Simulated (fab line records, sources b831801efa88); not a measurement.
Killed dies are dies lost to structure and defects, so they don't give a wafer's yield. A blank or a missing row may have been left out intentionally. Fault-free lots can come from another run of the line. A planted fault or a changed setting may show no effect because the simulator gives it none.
Which of the tools did it?	flow gf180mcu	Sampling: 24 lots, 72 wafers, 6 of 602 route steps

WHAT THE GAUGES READ, wafer by wafer
The record holds no reading of a measuring or inspecting step that can be judged against a usual standard deviation.

EACH LOT AND THE TOOL THAT RAN IT (in order: tool; ch and the chambers of the sampled wafers; start)
lot	GF_V4_CMP_26	GF_M5_ETCH_09	GF_V5_SPUTTER_21	GF_V5_CVD_23	GF_V5_CMP_26	GF_TOP_METAL_SPUTTER_01
L074	cmp-01 ch 1,2,3, day 24 15:44	rie diel-01 ch 0,2,3, day 26 10:29	pvd sputter-04, day 27 09:17	cvd w-01 ch 0,1, day 27 09:23	cmp-02 ch 1,2,3, day 27 09:43	pvd sputter-01, day 27 10:04
L075	cmp-01 ch 0,2,3, day 24 20:07	rie diel-02 ch 0,1,2, day 26 15:38	pvd sputter-03, day 27 13:59	cvd w-02 ch 0,1, day 27 14:05	cmp-01 ch 0,1,3, day 27 14:23	pvd sputter-01, day 27 14:47
L076	cmp-02 ch 1,2, day 25 16:31	rie diel-01 ch 1,2,3, day 27 10:02	pvd sputter-03, day 28 08:47	cvd w-02 ch 0,1, day 28 08:53	cmp-02 ch 1,2, day 28 09:10	pvd sputter-01, day 28 09:34
L077	cmp-01 ch 0,2,3, day 25 19:19	rie diel-04 ch 1,3, day 27 13:29	pvd sputter-04, day 28 11:17	cvd w-02 ch 0,1, day 28 11:23	cmp-01 ch 0,3, day 28 11:40	pvd sputter-01, day 28 12:04
L078	cmp-01 ch 0,1, day 26 00:47	rie diel-01 ch 0,1,2, day 27 18:53	pvd sputter-04, day 28 16:41	cvd w-02 ch 0,1, day 28 16:47	cmp-02 ch 1,2,3, day 28 17:07	pvd sputter-04, day 28 17:28
L079	cmp-01 ch 1,2,3, day 26 06:00	rie diel-01 ch 0,2,3, day 27 23:44	pvd sputter-03, day 28 21:22	cvd w-02 ch 0,1, day 28 21:28	cmp-01 ch 0,1,3, day 28 21:46	pvd sputter-02, day 28 22:10
L080	cmp-02 ch 1,2,3, day 26 20:52	rie diel-04 ch 1,2,3, day 28 13:41	pvd sputter-03, day 29 11:23	cvd w-01 ch 0,1, day 29 11:29	cmp-01 ch 0,1, day 29 11:46	pvd sputter-01, day 29 12:10
L081	cmp-02 ch 0,2, day 26 23:46	rie diel-01 ch 1,3, day 28 16:38	pvd sputter-02, day 29 14:36	cvd w-02 ch 0,1, day 29 14:42	cmp-02 ch 0,2,3, day 29 15:02	pvd sputter-04, day 29 15:23
L082	cmp-02 ch 0,1,3, day 27 12:40	rie diel-04 ch 0,2,3, day 29 04:32	pvd sputter-02, day 30 01:37	cvd w-02 ch 0,1, day 30 01:46	cmp-01 ch 0,2,3, day 30 02:04	pvd sputter-01, day 30 02:25
L083	cmp-02 ch 0,2, day 27 17:59	rie diel-02 ch 0,3, day 29 10:20	pvd sputter-02, day 30 07:11	cvd w-02 ch 0,1, day 30 07:19	cmp-02 ch 0,2, day 30 07:34	pvd sputter-04, day 30 07:58
L084	cmp-02 ch 0,1,2, day 27 23:34	rie diel-04 ch 0,1,2, day 29 15:35	pvd sputter-04, day 30 12:38	cvd w-01 ch 0,1, day 30 12:44	cmp-01 ch 0,2,3, day 30 13:02	pvd sputter-02, day 30 13:26
L085	cmp-01 ch 1,2, day 28 09:51	rie diel-01 ch 1,2, day 30 00:35	pvd sputter-02, day 30 20:58	cvd w-02 ch 0,1, day 30 21:04	cmp-01 ch 0,1,3, day 30 21:31	pvd sputter-04, day 30 21:46
L086	cmp-02 ch 2,3, day 28 16:10	rie diel-04 ch 2,3, day 30 07:05	pvd sputter-03, day 31 03:23	cvd w-02 ch 0,1, day 31 03:29	cmp-01 ch 0,3, day 31 03:47	pvd sputter-02, day 31 04:11
L087	cmp-01 ch 1,2,3, day 28 22:35	rie diel-02 ch 0,3, day 30 13:20	pvd sputter-04, day 31 09:52	cvd w-02 ch 0,1, day 31 09:58	cmp-02 ch 1,2, day 31 10:19	pvd sputter-01, day 31 10:40
L088	cmp-02 ch 0,1,2, day 29 08:45	rie diel-02 ch 0,2,3, day 30 22:26	pvd sputter-02, day 31 18:08	cvd w-02 ch 0,1, day 31 18:14	cmp-01 ch 0,1,3, day 31 18:32	pvd sputter-02, day 31 18:56
L089	cmp-02 ch 0,2,3, day 29 09:58	rie diel-01 ch 1,2,3, day 30 23:08	pvd sputter-04, day 31 18:52	cvd w-01 ch 0,1, day 31 18:58	cmp-01 ch 0,1,2, day 31 19:16	pvd sputter-04, day 31 19:40
L090	cmp-02 ch 0,3, day 29 15:35	rie diel-02 ch 1,2,3, day 31 05:56	pvd sputter-03, day 32 01:35	cvd w-01 ch 0,1, day 32 01:41	cmp-02 ch 0,2,3, day 32 02:16	pvd sputter-02, day 32 02:34
L091	cmp-01 ch 0,1, day 29 22:27	rie diel-01 ch 1,3, day 31 12:05	pvd sputter-04, day 32 07:10	cvd w-02 ch 0,1, day 32 07:16	cmp-02 ch 0,1,2, day 32 08:04	pvd sputter-02, day 32 08:25
L092	cmp-01 ch 1,3, day 30 05:31	rie diel-02 ch 2,3, day 31 17:50	pvd sputter-03, day 32 12:14	cvd w-02 ch 0,1, day 32 12:20	cmp-01 ch 0,1, day 32 12:38	pvd sputter-04, day 32 13:02
L094	cmp-01 ch 0,2,3, day 30 19:43	rie diel-04 ch 1,2,3, day 32 07:23	pvd sputter-03, day 33 02:25	cvd w-01 ch 0,1, day 33 02:31	cmp-02 ch 0,1,3, day 33 02:49	pvd sputter-01, day 33 03:13
L093	cmp-02 ch 0,2, day 30 20:41	rie diel-02 ch 0,2, day 32 08:02	pvd sputter-03, day 33 03:08	cvd w-02 ch 0,1, day 33 03:14	cmp-02 ch 1,2, day 33 03:34	pvd sputter-02, day 33 03:55
L095	cmp-01 ch 0,1,2, day 31 05:45	rie diel-02 ch 2,3, day 32 16:32	pvd sputter-02, day 33 11:03	cvd w-02 ch 0,1, day 33 11:09	cmp-02 ch 0,1,3, day 33 11:35	pvd sputter-02, day 33 11:50
L096	cmp-01 ch 1,2,3, day 31 06:30	rie diel-02 ch 0,1, day 32 17:14	pvd sputter-03, day 33 11:44	cvd w-01 ch 0,1, day 33 11:53	cmp-02 ch 0,2,3, day 33 12:17	pvd sputter-04, day 33 12:32
L097	cmp-01 ch 0,1,2, day 31 11:14	rie diel-01 ch 0,1,2, day 32 22:14	pvd sputter-02, day 33 16:10	cvd w-01 ch 0,1, day 33 16:16	cmp-02 ch 0,2, day 33 16:37	pvd sputter-01, day 33 16:58
- GF_V4_CMP_26: polishes, stops on SiO2, t overpolish 15 s, target thk 0 nm.
- GF_M5_ETCH_09: etches Si3N4 in CF4/O2, target depth 52 nm, time 11.6 s.
- GF_V5_SPUTTER_21: material Ti, target thk 15 nm, time 80.02 s.
- GF_V5_CVD_23: deposits W, target thk 350 nm, time 104.9 s.
- GF_V5_CMP_26: polishes, stops on SiO2, t overpolish 15 s, target thk 0 nm.
- GF_TOP_METAL_SPUTTER_01: material TiN, target thk 30 nm, time 25 s.

AS READ BY THE TOOLS THEMSELVES (means over the sampled wafers that have a number; for cases with no such wafer, the mark the record gives instead)
GF_V4_CMP_26. Usual: motor current A 11.0 A, standard deviation 1.1; overpolish run s 14.999 s, standard deviation 0.0096; time to endpoint s 85 s, standard deviation 3.5.
lot	tool	motor current A (A)	overpolish run s (s)	time to endpoint s (s)	flag
L074	cmp-01	11.0	14.999	87	
L075	cmp-01	12.1	14.991	84	
L076	cmp-02	11.1	14.997	85	
L077	cmp-01	12.1	14.991	85	
L078	cmp-01	10.5	15.004	82	
L079	cmp-01	10.9	15.003	86	
L080	cmp-02	10.7	15.005	90	
L081	cmp-02	10.4	15.006	88	
L082	cmp-02	10.8	14.989	87	
L083	cmp-02	10.2	14.995	89	
L084	cmp-02	10.9	14.991	87	
L085	cmp-01	10.7	14.997	88	
L086	cmp-02	9.7	14.992	92	
L087	cmp-01	11.1	15.001	87	
L088	cmp-02	10.5	15.005	83	
L089	cmp-02	10.1	15.002	84	
L090	cmp-02	9.7	15.000	87	
L091	cmp-01	10.6	15.000	84	
L092	cmp-01	11.4	14.995	87	
L094	cmp-01	12.0	15.001	79	
L093	cmp-02	10.3	15.001	85	
L095	cmp-01	11.5	15.002	84	
L096	cmp-01	11.1	14.990	86	
L097	cmp-01	11.4	15.000	81	

GF_M5_ETCH_09. Usual: drypump motor current A 5.7 A, standard deviation 0.57; oes product au 0.999 a.u., standard deviation 0.01; throttle valve pct 5.970 %, standard deviation 0.0098.
lot	tool	drypump motor current A (A)	oes product au (a.u.)	throttle valve pct (%)	flag
L074	rie diel-01	5.8	1.010	5.978	
L075	rie diel-02	5.7	1.007	5.957	
L076	rie diel-01	5.5	1.002	5.960	
L077	rie diel-04	5.9	0.998	5.963	
L078	rie diel-01	5.6	1.012	5.969	
L079	rie diel-01	5.9	0.995	5.976	
L080	rie diel-04	5.4	1.001	5.974	
L081	rie diel-01	5.6	0.993	5.981	
L082	rie diel-04	5.2	0.998	5.973	
L083	rie diel-02	5.9	1.002	5.962	
L084	rie diel-04	5.8	0.997	5.977	
L085	rie diel-01	5.2	1.001	5.972	
L086	rie diel-04	4.8	0.999	5.963	
L087	rie diel-02	6.1	0.993	5.975	
L088	rie diel-02	5.8	0.992	5.962	
L089	rie diel-01	5.5	1.004	5.971	
L090	rie diel-02	5.8	1.002	5.981	
L091	rie diel-01	5.6	0.994	5.970	
L092	rie diel-02	5.6	1.000	5.975	
L094	rie diel-04	5.4	1.007	5.974	
L093	rie diel-02	5.5	0.997	5.965	
L095	rie diel-02	5.6	1.000	5.976	
L096	rie diel-02	5.9	0.997	5.961	
L097	rie diel-01	5.6	0.986	5.970	

GF_V5_SPUTTER_21. Usual: throttle valve pct 30.5 %, standard deviation 0.99.
lot	tool	throttle valve pct (%)	flag
L074	pvd sputter-04	30.6	
L075	pvd sputter-03	30.4	
L076	pvd sputter-03	29.2	
L077	pvd sputter-04	30.0	
L078	pvd sputter-04	30.2	
L079	pvd sputter-03	30.6	
L080	pvd sputter-03	29.3	
L081	pvd sputter-02	30.3	
L082	pvd sputter-02	30.4	
L083	pvd sputter-02	30.8	
L084	pvd sputter-04	30.5	
L085	pvd sputter-02	30.2	
L086	pvd sputter-03	30.3	
L087	pvd sputter-04	30.5	
L088	pvd sputter-02	30.4	
L089	pvd sputter-04	30.3	
L090	pvd sputter-03	30.0	
L091	pvd sputter-04	29.8	
L092	pvd sputter-03	30.2	
L094	pvd sputter-03	31.2	
L093	pvd sputter-03	30.8	
L095	pvd sputter-02	31.2	
L096	pvd sputter-03	29.2	
L097	pvd sputter-02	31.2	

GF_V5_CVD_23. Usual: chamber pressure Torr 40.01 Torr, standard deviation 0.093; heater power w 894 W, standard deviation 86; susceptor temp C 399.97 C, standard deviation 0.21.
lot	tool	chamber pressure Torr (Torr)	heater power w (W)	susceptor temp C (C)	flag
L074	cvd w-01	40.12	893	400.01	
L075	cvd w-02	39.94	853	400.11	
L076	cvd w-02	39.98	929	399.86	
L077	cvd w-02	40.06	849	399.70	
L078	cvd w-02	40.07	915	399.99	
L079	cvd w-02	40.06	919	399.93	
L080	cvd w-01	40.09	902	399.90	
L081	cvd w-02	39.98	866	399.80	
L082	cvd w-02	39.95	915	400.00	
L083	cvd w-02	39.90	847	399.96	
L084	cvd w-01	39.92	895	399.86	
L085	cvd w-02	40.02	875	400.01	
L086	cvd w-02	39.95	879	399.84	
L087	cvd w-02	40.05	858	399.82	
L088	cvd w-02	40.06	920	400.05	
L089	cvd w-01	39.99	881	399.87	
L090	cvd w-01	39.99	903	399.89	
L091	cvd w-02	40.00	856	400.04	
L092	cvd w-02	40.06	859	400.17	
L094	cvd w-01	39.93	896	399.93	
L093	cvd w-02	40.06	855	400.30	
L095	cvd w-02	40.05	941	400.15	
L096	cvd w-01	40.02	898	399.92	
L097	cvd w-01	39.94	885	399.74	

GF_V5_CMP_26. Usual: motor current A 11.0 A, standard deviation 1.1; overpolish run s 15.000 s, standard deviation 0.0097; time to endpoint s 85 s, standard deviation 4.3.
lot	tool	motor current A (A)	overpolish run s (s)	time to endpoint s (s)	flag
L074	cmp-02	10.3	15.004	91	
L075	cmp-01	11.7	14.987	83	
L076	cmp-02	11.8	15.001	89	
L077	cmp-01	12.8	15.006	82	
L078	cmp-02	10.7	15.000	87	
L079	cmp-01	11.7	14.996	85	
L080	cmp-01	10.7	15.005	81	
L081	cmp-02	10.0	14.996	85	
L082	cmp-01	12.0	14.997	82	
L083	cmp-02	10.4	15.010	86	
L084	cmp-01	11.9	15.007	79	
L085	cmp-01	11.5	15.003	78	
L086	cmp-01	12.0	15.003	82	
L087	cmp-02	11.1	14.996	87	
L088	cmp-01	11.7	14.997	79	
L089	cmp-01	11.4	15.005	79	
L090	cmp-02	10.2	14.997	90	
L091	cmp-02	10.6	15.004	87	
L092	cmp-01	11.5	14.991	82	
L094	cmp-02	10.8	14.993	85	
L093	cmp-02	11.2	15.009	86	
L095	cmp-02	10.6	15.010	90	
L096	cmp-02	10.0	15.000	89	
L097	cmp-02	10.6	14.992	89	

GF_TOP_METAL_SPUTTER_01. Usual: throttle valve pct 29.8 %, standard deviation 1.5.
lot	tool	throttle valve pct (%)	flag
L074	pvd sputter-01	28.7	
L075	pvd sputter-01	29.1	
L076	pvd sputter-01	28.6	
L077	pvd sputter-01	28.3	
L078	pvd sputter-04	30.3	
L079	pvd sputter-02	30.6	
L080	pvd sputter-01	28.8	
L081	pvd sputter-04	30.7	
L082	pvd sputter-01	30.1	
L083	pvd sputter-04	30.6	
L084	pvd sputter-02	30.8	
L085	pvd sputter-04	30.1	
L086	pvd sputter-02	30.3	
L087	pvd sputter-01	27.5	
L088	pvd sputter-02	31.0	
L089	pvd sputter-04	30.7	
L090	pvd sputter-02	30.9	
L091	pvd sputter-02	30.8	
L092	pvd sputter-04	30.7	
L094	pvd sputter-01	28.8	
L093	pvd sputter-02	30.9	
L095	pvd sputter-02	30.8	
L096	pvd sputter-04	30.2	
L097	pvd sputter-01	28.7	

THE ANSWER, worked out from the rows above alone
Rule: take the mean of a lot's wafers that have a number; if it is more than 3 standard deviations from the usual mean, the lot is off. Also off: a lot with no number at a reading for which 4 or more lots have one. All remaining lots with rows at the step are treated as sound. The gauges are gone through in route order, then the tools' own readings, and for those a lot's mean is taken as printed above. At the first step where some lot is off, the reading lying furthest off is the one used; lots without a number count as furthest.
Nothing can be told from this: no lot is off at any reading shown.

WHAT THE SIMULATOR HAD PUT IN
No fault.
